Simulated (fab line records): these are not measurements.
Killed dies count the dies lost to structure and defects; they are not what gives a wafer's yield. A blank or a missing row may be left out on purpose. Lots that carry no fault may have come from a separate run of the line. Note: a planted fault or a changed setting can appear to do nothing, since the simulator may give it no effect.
Matching of chambers / flow sky130 / SKY_VIA2_ETCH_15 on rieDiel-03 has 4 sister chambers
The step etches SiO2 in C4F8/O2/Ar, stops on TiN, target depth 546 nm, time 84 s. 20 wafers are shown with their chamber, then 10 later ones without.

WAFERS PAIRED WITH THEIR CHAMBERS
wafer=L075.3; chamber=0; oesProductAu (a.u.)=0.945; biasW (W)=1195
wafer=L075.4; chamber=2; oesProductAu (a.u.)=0.937; biasW (W)=1197
wafer=L075.5; chamber=3; oesProductAu (a.u.)=0.934; biasW (W)=1195
wafer=L079.2; chamber=2; oesProductAu (a.u.)=0.940; biasW (W)=1195
wafer=L079.4; chamber=1; oesProductAu (a.u.)=0.940; biasW (W)=1198
wafer=L079.6; chamber=2; oesProductAu (a.u.)=0.937; biasW (W)=1197
wafer=L082.1; chamber=1; oesProductAu (a.u.)=0.938; biasW (W)=1202
wafer=L082.2; chamber=3; oesProductAu (a.u.)=0.940; biasW (W)=1203
wafer=L082.3; chamber=2; oesProductAu (a.u.)=0.934; biasW (W)=1204
wafer=L082.4; chamber=0; oesProductAu (a.u.)=0.931; biasW (W)=1196
wafer=L082.5; chamber=2; oesProductAu (a.u.)=0.934; biasW (W)=1206
wafer=L082.6; chamber=3; oesProductAu (a.u.)=0.929; biasW (W)=1197
wafer=L086.1; chamber=1; oesProductAu (a.u.)=0.942; biasW (W)=1195
wafer=L086.2; chamber=2; oesProductAu (a.u.)=0.944; biasW (W)=1194
wafer=L086.3; chamber=3; oesProductAu (a.u.)=0.935; biasW (W)=1204
wafer=L086.4; chamber=0; oesProductAu (a.u.)=0.934; biasW (W)=1198
wafer=L086.5; chamber=1; oesProductAu (a.u.)=0.937; biasW (W)=1197
wafer=L086.6; chamber=2; oesProductAu (a.u.)=0.945; biasW (W)=1198
wafer=L091.2; chamber=0; oesProductAu (a.u.)=0.937; biasW (W)=1198
wafer=L091.4; chamber=2; oesProductAu (a.u.)=0.940; biasW (W)=1197

SIGNATURES, as means of the wafers listed above
reading=oesProductAu; chamber 0=0.93675; chamber 1=0.93925; chamber 2=0.93888; chamber 3=0.93450; scatter within a chamber=0.00437
reading=biasW; chamber 0=1196.75; chamber 1=1198.00; chamber 2=1198.50; chamber 3=1199.75; scatter within a chamber=3.69
Rule: distance of a wafer from a chamber = root of the sum over the readings of ((wafer's reading minus chamber's mean) / reading's scatter) squared. If the next closest chamber is less than 2 further off than the closest, the wafer can't be placed; otherwise it belongs to the closest. The scatter: the root of (the sum of the squares of (reading less its chamber's mean) over the shown wafers, divided by (wafers less chambers)).

WAFERS MISSING THEIR CHAMBER
wafer=L091.5; oesProductAu (a.u.)=0.939; biasW (W)=1193
wafer=L094.1; oesProductAu (a.u.)=0.934; biasW (W)=1195
wafer=L094.2; oesProductAu (a.u.)=0.944; biasW (W)=1201
wafer=L094.6; oesProductAu (a.u.)=0.943; biasW (W)=1198
wafer=L095.1; oesProductAu (a.u.)=0.939; biasW (W)=1196
wafer=L095.2; oesProductAu (a.u.)=0.938; biasW (W)=1199
wafer=L095.3; oesProductAu (a.u.)=0.939; biasW (W)=1204
wafer=L096.3; oesProductAu (a.u.)=0.938; biasW (W)=1195
wafer=L096.4; oesProductAu (a.u.)=0.944; biasW (W)=1198
wafer=L096.5; oesProductAu (a.u.)=0.932; biasW (W)=1204

EACH ONE'S CHAMBER
wafer=L091.5; from the rows above=can't be placed: 0 or 1 or 2 or 3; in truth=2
wafer=L094.1; from the rows above=can't be placed: 0 or 3 or 1 or 2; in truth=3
wafer=L094.2; from the rows above=can't be placed: 2 or 1 or 0 or 3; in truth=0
wafer=L094.6; from the rows above=can't be placed: 1 or 2 or 0 or 3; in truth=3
wafer=L095.1; from the rows above=can't be placed: 1 or 0 or 2 or 3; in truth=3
wafer=L095.2; from the rows above=can't be placed: 2 or 1 or 0 or 3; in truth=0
wafer=L095.3; from the rows above=can't be placed: 2 or 3 or 1 or 0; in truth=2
wafer=L096.3; from the rows above=can't be placed: 0 or 1 or 2 or 3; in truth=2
wafer=L096.4; from the rows above=can't be placed: 1 or 2 or 0 or 3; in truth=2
wafer=L096.5; from the rows above=can't be placed: 3 or 2 or 0 or 1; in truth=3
Correctly placed: 0 of 10. Unplaceable from these rows: 10, with the true chamber sitting among the candidates in 10. Wrongly placed: 0.
